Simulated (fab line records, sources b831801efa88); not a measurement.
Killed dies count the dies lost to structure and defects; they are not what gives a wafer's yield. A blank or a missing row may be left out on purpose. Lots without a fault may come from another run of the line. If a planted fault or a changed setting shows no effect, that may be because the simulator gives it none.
Struck lot and sound lot, side by side    flow sky130    21 steps out of a route of 708
Sound: wafers L486.1, L486.3, L486.5. Struck: wafer L493.4; the same lot's L493.1 was not struck, so it is left out; see the end for the cause.
Order at every step that has rows: each side's tool, ch and its chambers, its first start. Under that, the readings that differ: sound wafers    struck wafers    difference of the means    sigmas: that difference in standard deviations of wafers without a fault.
alike: readings with means less than 2 such deviations apart, plus words and numbers identical on both sides. not compared: withheld readings, readings lacking a value on some wafer, bounds such as >300 that could conceal the same value, and numbers that have no deviation in the record and whose values overlap.
The two part at a step that has a row with sigmas, a row that says differs or no value, or rows on one side only. Numbers that don't overlap but have no deviation are shown without sigmas and don't part them. Lack of a reading on every wafer of one side parts them only where that side has two or more wafers.

first, 1 step without rows for these wafers: SKY_GATE_OXIDE_DEVELOP_09 (develop time 60 s).
SKY_GATE_OXIDE_OVL_MEAS_10:
  sound on overlay-01 at day 14 23:21; struck on overlay-01 at day 17 18:28
  alike: GATE_OXIDE_OVL
then, 2 steps without rows for these wafers: SKY_GATE_OXIDE_IMPLANT_11; SKY_GATE_OXIDE_WET_ETCH_12 (etches SiO2 in dHF, target depth 16.8 nm, time 336 s).
SKY_GATE_OXIDE_STRIP_13: strips in O2/N2.
  sound on plasma-asher-01 ch 0,1, day 14 23:38; struck on plasma-asher-03 ch 1, day 17 18:46
  alike: drypump-motor-current-A, oes-product-au, strip-time-to-endpoint-s
  not compared: rf-hours-counter-h
SKY_GATE_OXIDE_TW_MEAS_14:
  sound on film-metro-04 at day 14 23:44; struck on film-metro-03 at day 17 18:52
  alike: GATE_OXIDE_TW
then, 3 steps without rows for these wafers: SKY_GATE_OXIDE_CLEAN_15 (cleans in SC1/SC2, time 150 s); SKY_GATE_OXIDE_OXIDATION_16 (stabilise 600 s, purge 300 s, target thk 3.57 nm); SKY_POLY_GATE_CVD_00 (deposits poly-Si, target thk 180 nm, time 720 s).
SKY_POLY_GATE_THK_MEAS_01:
  sound on film-metro-01 at day 15 03:23; struck on film-metro-04 at day 17 21:59
  alike: POLY_GATE_CVD_00_THK
then, 2 steps without rows for these wafers: SKY_RES_PROTECT_DEHYDRATE_00 (time 60 s); SKY_RES_PROTECT_HMDS_01 (prime time 60 s).
SKY_RES_PROTECT_COAT_02: resist thk 1140 nm.
  sound on litho-track-02 ch 0, day 15 16:43; struck on litho-track-02 ch 0, day 18 12:58
reading                                           sound           struck  difference  sigmas
model.NOVOLAK_of_RES_PROTECT_COAT_02.thk-nm (nm)  1137 1136 1139  1188    +51         
then, 3 steps without rows for these wafers: SKY_RES_PROTECT_SOFTBAKE_03 (time 60 s); SKY_RES_PROTECT_EXPOSE_04 (exposes mask RPM, target cd 1270 nm); SKY_RES_PROTECT_PEB_05.
SKY_RES_PROTECT_DEVELOP_06: develop time 60 s.
  sound on litho-track-01 ch 0, day 16 07:02; struck on litho-track-02 ch 0, day 19 04:13
reading                                           sound           struck  difference  sigmas
model.NOVOLAK_of_RES_PROTECT_COAT_02.thk-nm (nm)  1136 1136 1138  1187    +50         
next, for these wafers, 1 step has no rows: SKY_POLY_GATE_IMPLANT_02.
SKY_RES_PROTECT_STRIP_07: strips in O2/N2.
  sound on plasma-asher-04 ch 0,1, day 16 07:20; struck on plasma-asher-04 ch 0, day 19 04:31
reading                       sound              struck  difference  sigmas
strip-time-to-endpoint-s (s)  23.24 23.23 23.26  23.80   +0.56       +14
  alike: drypump-motor-current-A, oes-product-au
  not compared: rf-hours-counter-h
SKY_RES_PROTECT_TW_MEAS_08:
  sound on film-metro-04 at day 16 07:26; struck on film-metro-04 at day 19 04:37
  alike: POLY_GATE_TW
SKY_PAD_OPEN_PROBE_99:
  sound wafers here have rows in the record (prober-02, day 46 22:45); struck ones have none

WHERE THEY PART
Last at SKY_PAD_OPEN_PROBE_99 as far as this record goes, first at SKY_RES_PROTECT_STRIP_07.

WHY: the cause the simulator had injected
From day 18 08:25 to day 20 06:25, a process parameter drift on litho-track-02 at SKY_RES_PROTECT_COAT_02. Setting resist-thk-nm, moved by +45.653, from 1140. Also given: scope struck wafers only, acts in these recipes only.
